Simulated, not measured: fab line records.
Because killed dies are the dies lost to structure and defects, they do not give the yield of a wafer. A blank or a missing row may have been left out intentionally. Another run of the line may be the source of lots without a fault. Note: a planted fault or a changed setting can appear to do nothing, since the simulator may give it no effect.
fab line records	flow sky130
record lots=10	wafers=30	lastDay=50
route steps=708 shown SD_N@350 LI_CONTACT@374 LOCAL_INTERCONNECT@387 PAD_OPEN@708
lots with no fault: from the same line, run without faults
startH: hours from the record's first day to the start of the lot's first wafer shown	waitH: time in hours since the lot's previous step	" same as the row above	L1.1+2: a single row standing in for several wafers	- value missing, or start not given	* or withheld: withheld	< > ~ a bound
route shown NAME@n: a module of which the file shows steps, and the number in the route of the first	usual: the fault-free wafers' mean and standard deviation	same: alike in all rows	chamber/n: place in a boat	sites: readings site by site	_std_site: standard deviation across them	_edge_site: mean of outer sites minus mean of inner sites	radiusMm: how far each site lies from the wafer's centre	mask NAME#n: copy n	behind: the last tool/chamber to shape the wafer	hold: the reason the lot was held/the length of the hold in hours/how it ended	device: names the non-switching transistor (n, p or np)	end of line: the same wafers' tests at the end of the route	a step with no rows: only its recipe	killed: dies that structure and defects cost at the first sort, which is not the same as the wafer's yield	map: a wafer's dies, x killed, . not, _ none there
set.NAME: the setting the step ran with; set.NAME@STEP: the setting that earlier step ran with	model.NAME: the simulator's own value behind a step, which no gauge read
a sample of lots followed through the steps of the route, with each step as a table and each wafer as a row
services: the hour from which a tool's chamber was out of use, counted from the record's first day as startH (under 0 if before that day), plus the number of hours and why
## steps
# step SKY_SD_N_OVL_MEAS_08
# usual SD_N_OVL=-0.2/1.3
lot.wafer	tool	chamber	startH	waitH	SD_N_OVL[nm]
L508.1	overlay-01	-	635.05	0.1	-0.6
L508.4	"	-	"	"	-1.2
L508.5	"	-	"	"	-1.8
L511.4	overlay-02	-	676.82	0.1	-2.7
L511.5	"	-	"	"	-3.7
L511.6	"	-	"	"	-0.6
L513.1	overlay-02	-	691.04	0.1	-0.9
L513.3	"	-	"	"	0.2
L513.6	"	-	"	"	1.3
L515.2	overlay-02	-	708.26	0.1	1.8
L515.5	"	-	"	"	1.2
L515.6	"	-	"	"	-0.2
L523.2	overlay-02	-	771.38	0.1	-0.1
L523.3	"	-	"	"	-0.1
L523.4	"	-	"	"	-0.2
L524.4	overlay-02	-	783.81	0.1	-0.6
L524.5	"	-	"	"	-1.7
L524.6	"	-	"	"	-1.6
L525.1	overlay-01	-	787.78	0.1	-0.3
L525.5	"	-	"	"	-1.0
L525.6	"	-	"	"	-1.2
L526.2	overlay-01	-	791.51	0.1	-0.7
L526.4	"	-	"	"	-0.1
L526.5	"	-	"	"	-0.9
L528.1	overlay-01	-	817.18	0.1	2.0
L528.3	"	-	"	"	1.8
L528.5	"	-	"	"	1.3
L531.2	overlay-01	-	834.51	0.1	1.8
L531.4	"	-	"	"	0.7
L531.5	"	-	"	"	0.7
# step SKY_SD_N_STRIP_11
# recipe chemistry=O2/N2	powerW=1400	pressureMtorr=1500	platenTempC=withheld	o2FlowSccm=3000	n2FlowSccm=300	overashFraction=0.5
# usual drypumpMotorCurrentA=5.8/0.54	oesProductAu=0.527/0.0051	stripTimeToEndpointS=22.54/0.037
# same overashFraction=0.5
lot.wafer	tool	chamber	startH	waitH	drypumpMotorCurrentA	oesProductAu	rfHoursCounterH	stripTimeToEndpointS
L508.1	plasmaAsher-02	1	635.39	0.1	5.7	0.520	94	22.53
L508.4	"	1	"	"	5.7	0.534	-	22.56
L508.5	"	0	"	"	5.3	0.529	-	22.52
L511.4	plasmaAsher-04	1	677.17	0.1	5.2	0.530	-	22.58
L511.5	"	0	"	"	5.6	0.529	-	22.55
L511.6	"	1	"	"	5.2	0.527	-	22.57
L513.1	plasmaAsher-04	0	691.37	0.1	5.6	0.538	58	22.59
L513.3	"	0	"	"	5.6	0.525	-	22.59
L513.6	"	0	"	"	5.5	0.528	-	22.57
L515.2	plasmaAsher-04	0	708.59	0.1	5.6	0.534	60	22.57
L515.5	"	1	"	"	5.2	0.525	-	22.57
L515.6	"	0	"	"	5.6	0.527	-	22.55
L523.2	plasmaAsher-04	1	771.71	0.1	5.2	0.529	66	22.60
L523.3	"	1	"	"	5.2	0.527	-	22.62
L523.4	"	0	"	"	5.5	0.533	-	22.62
L524.4	plasmaAsher-01	0	784.16	0.1	6.5	0.529	-	22.57
L524.5	"	1	"	"	6.5	0.527	-	22.55
L524.6	"	0	"	"	6.5	0.519	-	22.53
L525.1	plasmaAsher-02	0	788.11	0.1	5.3	0.522	4	22.49
L525.5	"	1	"	"	5.7	0.523	-	22.52
L525.6	"	0	"	"	5.3	0.533	-	22.56
L526.2	plasmaAsher-02	0	791.84	0.1	5.4	0.527	5	22.51
L526.4	"	1	"	"	5.7	0.529	-	22.54
L526.5	"	0	"	"	5.4	0.535	-	22.54
L528.1	plasmaAsher-01	1	817.51	0.1	6.6	0.525	100	22.51
L528.3	"	1	"	"	6.6	0.515	-	22.54
L528.5	"	1	"	"	6.6	0.529	-	22.53
L531.2	plasmaAsher-01	0	834.84	0.1	6.5	0.533	103	22.50
L531.4	"	1	"	"	6.6	0.533	-	22.52
L531.5	"	1	"	"	6.6	0.531	-	22.53
# step SKY_LI_CONTACT_CD_MEAS_12
# recipe targetCdNm=170
# usual cdNm=169.8/1.4
lot.wafer	tool	chamber	startH	waitH	cdNm
L508.1	cdSem-01	-	665.13	-	169.2
L508.4	"	-	"	"	168.1
L508.5	"	-	"	"	168.5
L511.4	cdSem-02	-	705.52	-	169.2
L511.5	"	-	"	"	168.9
L511.6	"	-	"	"	169.4
L513.1	cdSem-02	-	717.94	-	170.0
L513.3	"	-	"	"	169.4
L513.6	"	-	"	"	169.0
L515.2	cdSem-01	-	737.35	-	168.7
L515.5	"	-	"	"	170.0
L515.6	"	-	"	"	169.6
L523.2	cdSem-01	-	799.68	-	168.9
L523.3	"	-	"	"	169.3
L523.4	"	-	"	"	170.8
L524.4	cdSem-02	-	810.97	-	171.0
L524.5	"	-	"	"	170.7
L524.6	"	-	"	"	172.4
L525.1	cdSem-02	-	816.62	-	169.7
L525.5	"	-	"	"	169.9
L525.6	"	-	"	"	169.6
L526.2	cdSem-01	-	819.80	-	167.7
L526.4	"	-	"	"	169.4
L526.5	"	-	"	"	169.3
L528.1	cdSem-02	-	844.91	-	169.4
L528.3	"	-	"	"	169.5
L528.5	"	-	"	"	169.0
L531.2	cdSem-01	-	862.39	-	170.8
L531.4	"	-	"	"	170.0
L531.5	"	-	"	"	169.2
# step SKY_LOCAL_INTERCONNECT_SPUTTER_00
# recipe material=TiN	targetThkNm=100	tempC=300	powerW=6500	timeS=83.3	chamberPressurePa=0.4
# usual throttleValvePct=29.6/0.93
lot.wafer	tool	chamber	startH	waitH	throttleValvePct
L508.1	pvdSputter-02	-	666.58	0.1	29.4
L508.4	"	-	"	"	29.1
L508.5	"	-	"	"	30.5
L511.4	pvdSputter-02	-	706.79	0.2	30.2
L511.5	"	-	"	"	28.8
L511.6	"	-	"	"	30.0
L513.1	pvdSputter-01	-	719.26	0.2	30.4
L513.3	"	-	"	"	27.8
L513.6	"	-	"	"	27.7
L515.2	pvdSputter-01	-	738.65	0.1	29.1
L515.5	"	-	"	"	29.8
L515.6	"	-	"	"	29.2
L523.2	pvdSputter-02	-	800.99	0.1	29.1
L523.3	"	-	"	"	30.4
L523.4	"	-	"	"	30.0
L524.4	pvdSputter-02	-	812.23	0.1	30.2
L524.5	"	-	"	"	30.0
L524.6	"	-	"	"	29.0
L525.1	pvdSputter-01	-	817.96	0.2	27.8
L525.5	"	-	"	"	29.8
L525.6	"	-	"	"	30.1
L526.2	pvdSputter-01	-	821.12	0.2	29.8
L526.4	"	-	"	"	29.3
L526.5	"	-	"	"	29.2
L528.1	pvdSputter-03	-	846.23	0.1	31.9
L528.3	"	-	"	"	28.8
L528.5	"	-	"	"	28.4
L531.2	pvdSputter-03	-	863.70	0.2	30.5
L531.4	"	-	"	"	30.2
L531.5	"	-	"	"	28.5
# step SKY_LOCAL_INTERCONNECT_RS_MEAS_01
# recipe thkMeasGauge=four-point-probe	reads=TiN_of_LOCAL_INTERCONNECT_SPUTTER_00
# usual LOCAL_INTERCONNECT_TIN_RS=14.14/0.14
lot.wafer	tool	chamber	startH	waitH	LOCAL_INTERCONNECT_TIN_RS[ohm/sq]
L508.1	filmMetro-01	-	666.64	0.0	14.20
L508.4	"	-	"	"	14.06
L508.5	"	-	"	"	14.17
L511.4	filmMetro-03	-	706.92	0.1	14.21
L511.5	"	-	"	"	14.26
L511.6	"	-	"	"	14.23
L513.1	filmMetro-02	-	719.32	0.0	14.11
L513.3	"	-	"	"	14.24
L513.6	"	-	"	"	14.19
L515.2	filmMetro-03	-	738.74	0.1	13.88
L515.5	"	-	"	"	13.85
L515.6	"	-	"	"	13.89
L523.2	filmMetro-03	-	801.08	0.1	14.74
L523.3	"	-	"	"	14.79
L523.4	"	-	"	"	14.82
L524.4	filmMetro-03	-	812.35	0.1	14.80
L524.5	"	-	"	"	14.84
L524.6	"	-	"	"	14.75
L525.1	filmMetro-03	-	818.02	0.0	14.20
L525.5	"	-	"	"	14.02
L525.6	"	-	"	"	14.04
L526.2	filmMetro-02	-	821.20	0.1	14.14
L526.4	"	-	"	"	14.05
L526.5	"	-	"	"	14.12
L528.1	filmMetro-03	-	846.29	0.0	14.15
L528.3	"	-	"	"	14.01
L528.5	"	-	"	"	14.01
L531.2	filmMetro-03	-	863.78	0.1	14.13
L531.4	"	-	"	"	14.10
L531.5	"	-	"	"	14.14
# step SKY_LOCAL_INTERCONNECT_THK_MEAS_02
# recipe thkMeasGauge=xrf	reads=TiN_of_LOCAL_INTERCONNECT_SPUTTER_00
# usual LOCAL_INTERCONNECT_TIN_THK=99.8/0.98
lot.wafer	tool	chamber	startH	waitH	LOCAL_INTERCONNECT_TIN_THK[nm]
L508.1	filmMetro-01	-	666.76	0.1	99.4
L508.4	"	-	"	"	99.4
L508.5	"	-	"	"	99.1
L511.4	filmMetro-03	-	707.01	0.1	99.1
L511.5	"	-	"	"	99.4
L511.6	"	-	"	"	99.3
L513.1	filmMetro-02	-	719.44	0.1	99.5
L513.3	"	-	"	"	99.4
L513.6	"	-	"	"	99.2
L515.2	filmMetro-03	-	738.85	0.1	101.4
L515.5	"	-	"	"	102.0
L515.6	"	-	"	"	102.3
L523.2	filmMetro-03	-	801.19	0.1	96.0
L523.3	"	-	"	"	95.8
L523.4	"	-	"	"	95.3
L524.4	filmMetro-03	-	812.44	0.1	95.6
L524.5	"	-	"	"	95.2
L524.6	"	-	"	"	96.1
L525.1	filmMetro-03	-	818.14	0.1	99.3
L525.5	"	-	"	"	100.6
L525.6	"	-	"	"	100.9
L526.2	filmMetro-02	-	821.31	0.1	99.0
L526.4	"	-	"	"	100.1
L526.5	"	-	"	"	99.4
L528.1	filmMetro-03	-	846.41	0.1	99.4
L528.3	"	-	"	"	100.5
L528.5	"	-	"	"	101.0
L531.2	filmMetro-03	-	863.89	0.1	100.0
L531.4	"	-	"	"	100.0
L531.5	"	-	"	"	100.4
# step SKY_LOCAL_INTERCONNECT_METAL_ETCH_14
# recipe targetDepthNm=110	stopOn=PSG	chemistry=Cl2/BCl3	target=TiN	resistSidewallDeg=88	pressureMtorr=10	icpW=900	biasW=48.5	Cl2_flow_sccm=60	bcl3FlowSccm=30	timeS=31.4
# usual drypumpMotorCurrentA=6.18/0.17	oesProductAu=0.942/0.0066	throttleValvePct=21.899/0.0093
lot.wafer	tool	chamber	startH	waitH	drypumpMotorCurrentA	oesProductAu	rfHoursCounterH	throttleValvePct
L508.1	rieMetal-04	0	694.74	0.0	6.07	0.938	9	21.916
L508.4	"	1	"	"	6.33	0.942	-	21.893
L508.5	"	1	"	"	6.34	0.942	-	21.901
L511.4	rieMetal-02	0	733.99	0.0	5.90	0.936	-	21.899
L511.5	"	0	"	"	5.89	0.941	-	21.920
L511.6	"	1	"	"	6.32	0.936	-	21.896
L513.1	rieMetal-02	1	746.59	0.0	6.31	0.937	5	21.911
L513.3	"	1	"	"	6.29	0.937	-	21.898
L513.6	"	1	"	"	6.30	0.946	-	21.903
L515.2	rieMetal-04	1	767.14	0.0	6.33	0.954	14	21.885
L515.5	"	0	"	"	6.09	0.945	-	21.882
L515.6	"	1	"	"	6.34	0.953	-	21.895
L523.2	rieMetal-01	1	828.19	0.0	6.28	0.918	14	21.922
L523.3	"	1	"	"	6.28	0.920	-	21.923
L523.4	"	0	"	"	6.29	0.913	-	21.902
L524.4	rieMetal-02	0	838.39	0.0	5.89	0.927	-	21.912
L524.5	"	0	"	"	5.89	0.916	-	21.928
L524.6	"	1	"	"	6.30	0.922	-	21.928
L525.1	rieMetal-01	0	844.39	0.0	6.27	0.938	10	21.894
L525.5	"	0	"	"	6.29	0.942	-	21.911
L525.6	"	1	"	"	6.26	0.948	-	21.902
L526.2	rieMetal-01	0	847.99	0.0	6.29	0.946	11	21.883
L526.4	"	1	"	"	6.26	0.949	-	21.895
L526.5	"	1	"	"	6.28	0.941	-	21.907
L528.1	rieMetal-02	1	872.93	0.0	6.32	0.940	9	21.890
L528.3	"	1	"	"	6.32	0.946	-	21.898
L528.5	"	1	"	"	6.34	0.949	-	21.899
L531.2	rieMetal-01	0	889.46	0.1	6.29	0.938	-	21.892
L531.4	"	0	"	"	6.26	0.947	-	21.899
L531.5	"	0	"	"	6.28	0.940	-	21.915
# step SKY_PAD_OPEN_PROBE_99
# usual killed_at_M0_to_M3=45/6.8	killed_at_M4_up=3.2/1.6	killedAtContacts=24/5.1	killedAtFrontEnd=14/4.4	killedAtOther=0.4/0.65	killedDies=87/8.8	killedOpen=47/7.2	killedShort=39/6.1
# same grossDies=492	killedAtBackSide=0
lot.wafer	tool	chamber	startH	waitH	killed_at_M0_to_M3	killed_at_M4_up	killedAtContacts	killedAtFrontEnd	killedAtOther	killedDies	killedOpen	killedShort
L508.1	prober-01	-	1063.79	0.1	37	5	31	19	0	92	49	43
L508.4	prober-01	-	1063.94	0.2	42	3	24	9	0	78	44	34
L508.5	prober-01	-	1063.99	0.2	46	1	27	25	0	99	54	44
L511.4	prober-01	-	1096.39	0.2	34	4	33	9	0	80	44	34
L511.5	prober-01	-	1096.44	0.2	56	2	30	21	0	109	56	53
L511.6	prober-01	-	1096.49	0.2	32	4	36	8	0	80	47	33
L513.1	prober-01	-	1104.90	0.1	45	2	23	5	1	76	33	42
L513.3	prober-01	-	1105.00	0.2	50	4	30	7	0	91	51	40
L513.6	prober-01	-	1105.15	0.2	51	2	27	16	3	99	46	50
L515.2	prober-01	-	1120.45	0.1	38	2	20	19	0	79	38	41
L515.5	prober-01	-	1120.60	0.2	52	2	20	7	1	82	52	28
L515.6	prober-01	-	1120.65	0.2	48	3	22	18	0	91	45	46
L523.2	prober-01	-	1164.68	0.1	43	2	24	8	1	78	43	35
L523.3	prober-01	-	1164.73	0.2	47	3	28	10	1	89	44	45
L523.4	prober-01	-	1164.78	0.2	48	2	21	13	0	84	47	37
L524.4	prober-02	-	1170.14	0.2	37	2	27	12	1	79	49	29
L524.5	prober-02	-	1170.19	0.2	52	6	24	8	1	91	50	40
L524.6	prober-02	-	1170.24	0.2	34	4	21	17	2	78	39	38
L525.1	prober-01	-	1174.47	0.1	41	5	28	15	0	89	45	44
L525.5	prober-01	-	1174.67	0.2	46	5	20	10	0	81	40	40
L525.6	prober-01	-	1174.72	0.2	41	3	26	21	1	92	52	39
L526.2	prober-02	-	1176.88	0.1	55	4	28	9	0	96	57	39
L526.4	prober-02	-	1176.98	0.2	48	1	26	12	1	88	52	36
L526.5	prober-02	-	1177.03	0.2	36	2	19	14	0	71	37	34
L528.1	prober-02	-	1195.12	0.1	49	4	23	16	1	93	58	34
L528.3	prober-02	-	1195.22	0.2	35	4	25	15	1	80	37	42
L528.5	prober-02	-	1195.32	0.2	28	9	21	18	0	76	36	40
L531.2	prober-01	-	1202.98	0.1	47	5	22	10	1	85	45	40
L531.4	prober-01	-	1203.08	0.2	45	2	26	15	0	88	48	40
L531.5	prober-01	-	1203.13	0.2	41	2	15	22	2	82	34	46
# killed by level:class
L508.1 LI_CONTACT:geometricParticle:open=10 CONTACT:geometricParticle:open=10 CONTACT:geometricParticle:short=8 METAL2:geometricParticle:short=8 VIA1:geometricParticle:open=7 VIA2:geometricParticle:open=5 FIELD_ISO:geometricParticle:short=4 METAL1:geometricParticle:short=4
L508.4 VIA1:geometricParticle:open=12 CONTACT:geometricParticle:open=11 METAL2:geometricParticle:short=10 VIA3:geometricParticle:open=7 LI_CONTACT:geometricParticle:open=5 FIELD_ISO:geometricParticle:short=4 CONTACT:geometricParticle:short=4 POLY_GATE:geometricParticle:open=2
L508.5 CONTACT:geometricParticle:open=15 VIA3:geometricParticle:open=12 FIELD_ISO:geometricParticle:short=7 METAL2:geometricParticle:short=7 VIA1:geometricParticle:open=7 LI_CONTACT:geometricParticle:open=5 VIA1:geometricParticle:short=5 POLY_GATE:geometricParticle:short=4
L511.4 CONTACT:geometricParticle:open=9 VIA1:geometricParticle:open=8 VIA2:geometricParticle:open=7 LOCAL_INTERCONNECT:geometricParticle:short=7 LI_CONTACT:geometricParticle:open=7 VIA3:geometricParticle:open=6 CONTACT:geometricParticle:short=5 FIELD_ISO:geometricParticle:open=4
L511.5 CONTACT:geometricParticle:open=12 VIA1:geometricParticle:open=11 FIELD_ISO:geometricParticle:short=7 VIA1:geometricParticle:short=7 LI_CONTACT:geometricParticle:open=7 CONTACT:geometricParticle:short=7 METAL2:geometricParticle:short=7 VIA3:geometricParticle:open=7
L511.6 LI_CONTACT:geometricParticle:open=13 CONTACT:geometricParticle:open=9 VIA1:geometricParticle:open=9 LOCAL_INTERCONNECT:geometricParticle:short=5 CONTACT:geometricParticle:short=5 VIA2:geometricParticle:open=5 LI_CONTACT:geometricParticle:short=4 METAL3:geometricParticle:short=4
L513.1 METAL1:geometricParticle:short=8 LI_CONTACT:geometricParticle:open=7 CONTACT:geometricParticle:open=7 VIA3:geometricParticle:open=6 VIA1:geometricParticle:open=6 VIA3:geometricParticle:short=5 VIA2:geometricParticle:open=4 LOCAL_INTERCONNECT:geometricParticle:short=4
L513.3 VIA3:geometricParticle:open=13 CONTACT:geometricParticle:open=13 METAL2:geometricParticle:short=9 LI_CONTACT:geometricParticle:open=7 CONTACT:geometricParticle:short=7 VIA1:geometricParticle:open=5 VIA1:geometricParticle:short=4 VIA3:geometricParticle:short=4
L513.6 CONTACT:geometricParticle:open=16 METAL2:geometricParticle:short=8 CONTACT:geometricParticle:short=7 VIA2:geometricParticle:open=7 VIA1:geometricParticle:open=7 METAL3:geometricParticle:short=6 VIA1:geometricParticle:short=6 FIELD_ISO:geometricParticle:short=4
L515.2 METAL1:geometricParticle:short=9 CONTACT:geometricParticle:open=8 FIELD_ISO:geometricParticle:short=5 FIELD_ISO:geometricParticle:open=5 LI_CONTACT:geometricParticle:open=5 VIA1:geometricParticle:open=5 VIA2:geometricParticle:short=5 VIA3:geometricParticle:open=5
L515.5 VIA1:geometricParticle:open=17 LI_CONTACT:geometricParticle:open=8 VIA3:geometricParticle:open=8 METAL1:geometricParticle:short=7 CONTACT:geometricParticle:open=6 VIA2:geometricParticle:open=6 POLY_GATE:geometricParticle:short=3 CONTACT:geometricParticle:short=3
L515.6 VIA1:geometricParticle:open=12 FIELD_ISO:geometricParticle:short=8 VIA1:geometricParticle:short=8 CONTACT:geometricParticle:short=7 METAL2:geometricParticle:short=7 LI_CONTACT:geometricParticle:open=6 CONTACT:geometricParticle:open=6 METAL1:geometricParticle:short=5
L523.2 VIA2:geometricParticle:open=9 VIA1:geometricParticle:open=7 LI_CONTACT:geometricParticle:open=7 CONTACT:geometricParticle:short=7 METAL1:geometricParticle:short=6 FIELD_ISO:geometricParticle:open=5 VIA3:geometricParticle:short=5 CONTACT:geometricParticle:open=4
L523.3 LI_CONTACT:geometricParticle:open=9 VIA1:geometricParticle:open=9 METAL1:geometricParticle:short=9 CONTACT:geometricParticle:open=7 CONTACT:geometricParticle:short=7 VIA2:geometricParticle:open=7 VIA3:geometricParticle:short=5 VIA3:geometricParticle:open=5
L523.4 VIA1:geometricParticle:open=18 CONTACT:geometricParticle:open=10 METAL1:geometricParticle:short=7 POLY_GATE:geometricParticle:open=6 VIA3:geometricParticle:open=6 METAL2:geometricParticle:short=5 VIA3:geometricParticle:short=5 LI_CONTACT:geometricParticle:open=4
L524.4 CONTACT:geometricParticle:open=9 VIA3:geometricParticle:open=9 VIA1:geometricParticle:open=9 VIA2:geometricParticle:open=7 LI_CONTACT:geometricParticle:short=5 LI_CONTACT:geometricParticle:open=4 LOCAL_INTERCONNECT:geometricParticle:short=4 CONTACT:geometricParticle:short=4
L524.5 VIA3:geometricParticle:open=10 VIA1:geometricParticle:open=10 LOCAL_INTERCONNECT:geometricParticle:short=9 CONTACT:geometricParticle:open=8 METAL1:geometricParticle:short=8 VIA2:geometricParticle:open=6 METAL1:geometricParticle:open=5 POLY_GATE:geometricParticle:short=4
L524.6 VIA1:geometricParticle:open=10 VIA1:geometricParticle:short=6 LI_CONTACT:geometricParticle:open=6 CONTACT:geometricParticle:open=6 FIELD_ISO:geometricParticle:short=5 LOCAL_INTERCONNECT:geometricParticle:short=5 VIA2:geometricParticle:open=5 FIELD_ISO:geometricParticle:open=3
L525.1 CONTACT:geometricParticle:open=9 VIA2:geometricParticle:open=8 CONTACT:geometricParticle:short=7 LI_CONTACT:geometricParticle:open=7 METAL1:geometricParticle:short=6 VIA3:geometricParticle:short=6 VIA1:geometricParticle:open=5 METAL2:geometricParticle:short=5
L525.5 VIA1:geometricParticle:open=9 LI_CONTACT:geometricParticle:open=8 METAL1:geometricParticle:short=7 VIA2:geometricParticle:open=6 VIA1:geometricParticle:short=6 CONTACT:geometricParticle:open=5 METAL2:geometricParticle:short=5 METAL4:geometricParticle:short=5
L525.6 VIA1:geometricParticle:open=11 LI_CONTACT:geometricParticle:open=10 FIELD_ISO:geometricParticle:short=6 VIA1:geometricParticle:short=6 FIELD_ISO:geometricParticle:open=5 CONTACT:geometricParticle:open=5 CONTACT:geometricParticle:short=5 METAL1:geometricParticle:short=4
L526.2 VIA1:geometricParticle:open=15 CONTACT:geometricParticle:open=11 LI_CONTACT:geometricParticle:open=9 METAL2:geometricParticle:short=7 VIA2:geometricParticle:open=7 VIA1:geometricParticle:short=6 FIELD_ISO:geometricParticle:open=4 FIELD_ISO:geometricParticle:short=4
L526.4 CONTACT:geometricParticle:open=12 VIA1:geometricParticle:open=12 LI_CONTACT:geometricParticle:open=7 VIA2:geometricParticle:open=7 METAL1:geometricParticle:short=5 METAL2:geometricParticle:short=5 POLY_GATE:geometricParticle:open=4 LOCAL_INTERCONNECT:geometricParticle:short=4
L526.5 METAL2:geometricParticle:short=9 LI_CONTACT:geometricParticle:open=8 POLY_GATE:geometricParticle:short=6 VIA1:geometricParticle:open=6 VIA2:geometricParticle:open=5 POLY_GATE:geometricParticle:open=4 METAL1:geometricParticle:short=4 LI_CONTACT:geometricParticle:short=4
L528.1 CONTACT:geometricParticle:open=10 VIA3:geometricParticle:open=10 VIA1:geometricParticle:open=9 METAL1:geometricParticle:short=7 POLY_GATE:geometricParticle:open=5 LI_CONTACT:geometricParticle:open=5 FIELD_ISO:geometricParticle:open=4 VIA1:geometricParticle:short=4
L528.3 LI_CONTACT:geometricParticle:open=10 VIA1:geometricParticle:short=6 FIELD_ISO:geometricParticle:short=5 CONTACT:geometricParticle:open=5 VIA2:geometricParticle:open=5 POLY_GATE:geometricParticle:short=4 VIA2:geometricParticle:short=4 VIA3:geometricParticle:short=4
L528.5 FIELD_ISO:geometricParticle:short=9 CONTACT:geometricParticle:open=8 VIA1:geometricParticle:open=7 METAL4:geometricParticle:short=6 METAL1:geometricParticle:short=5 CONTACT:geometricParticle:short=4 LOCAL_INTERCONNECT:geometricParticle:short=4 FIELD_ISO:geometricParticle:open=3
L531.2 VIA1:geometricParticle:open=11 VIA1:geometricParticle:short=9 LI_CONTACT:geometricParticle:open=8 METAL2:geometricParticle:short=5 LI_CONTACT:geometricParticle:short=5 VIA2:geometricParticle:open=5 CONTACT:geometricParticle:open=5 VIA3:geometricParticle:short=5
L531.4 VIA1:geometricParticle:open=9 METAL1:geometricParticle:short=8 VIA2:geometricParticle:open=8 VIA3:geometricParticle:open=8 CONTACT:geometricParticle:open=6 LOCAL_INTERCONNECT:geometricParticle:short=6 LI_CONTACT:geometricParticle:open=5 LI_CONTACT:geometricParticle:short=5
L531.5 VIA1:geometricParticle:open=8 VIA2:geometricParticle:short=7 POLY_GATE:geometricParticle:open=6 VIA1:geometricParticle:short=6 FIELD_ISO:geometricParticle:open=5 METAL1:geometricParticle:short=5 POLY_GATE:geometricParticle:short=4 LOCAL_INTERCONNECT:geometricParticle:short=4
## services
tool	chamber	startH	hours	kind
rieMetal-04	0	612.99	4.5	repair
plasmaAsher-02	-	644.68	1.7	repair
rieMetal-04	-	649.96	14.6	pm
plasmaAsher-04	-	660.59	4.6	repair
rieMetal-02	-	700.93	0.1	repair
plasmaAsher-02	-	733.75	9.0	pm
plasmaAsher-02	0	733.75	9.0	ventCycle
plasmaAsher-02	1	733.75	9.0	ventCycle
plasmaAsher-02	0	742.75	-	clean
plasmaAsher-02	1	742.75	-	clean
pvdSputter-02	-	743.48	5.8	repair
plasmaAsher-04	-	752.70	0.8	repair
rieMetal-04	-	762.89	2.8	pm
rieMetal-01	0	769.01	2.5	repair
rieMetal-01	-	797.92	2.1	repair
plasmaAsher-04	-	801.29	12.6	repair
pvdSputter-02	-	806.54	1.6	repair
rieMetal-04	1	807.09	-	clean
rieMetal-04	1	807.09	22.8	scheduledDown
plasmaAsher-02	-	821.24	12.2	pm
plasmaAsher-04	-	842.84	0.3	repair
plasmaAsher-01	-	858.36	3.5	repair
rieMetal-01	-	864.28	18.1	repair
rieMetal-01	1	873.02	81.6	repair
## key
firstSign step=SKY_LOCAL_INTERCONNECT_RS_MEAS_01	reading=LOCAL_INTERCONNECT_TIN_RS	direction=up	sigmas=4.7	usual=14.14	struck=14.79
effect step=SKY_LOCAL_INTERCONNECT_THK_MEAS_02	reading=LOCAL_INTERCONNECT_TIN_THK	direction=down	sigmas=4.2	usual=99.8	struck=95.6
effect step=SKY_LOCAL_INTERCONNECT_METAL_ETCH_14	reading=oesProductAu	direction=down	sigmas=3.4	usual=0.942	struck=0.919
metAt SKY_LOCAL_INTERCONNECT_SPUTTER_00
struckLots L523,L524
testerLeftOut L523,L524
notActingAt SKY_SD_N_OVL_MEAS_08,SKY_SD_N_STRIP_11,SKY_LI_CONTACT_CD_MEAS_12
onsetBetween 706.79 800.99
fault kind=processParameterDrift	tool=pvdSputter-02	chamber=-	onsetH=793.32	steps=SKY_LOCAL_INTERCONNECT_SPUTTER_00	channel=timeS	offset=*	shape=step	endH=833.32	actsIn=*	stated=*
# testerLeftOut: of these lots the tester's yield and bins aren't shown, on N5 and GAA mostly nor the transistor test; their killed dies are dies lost to structure and defects alone, not to doping, threshold or leakage, so they don't give the yield
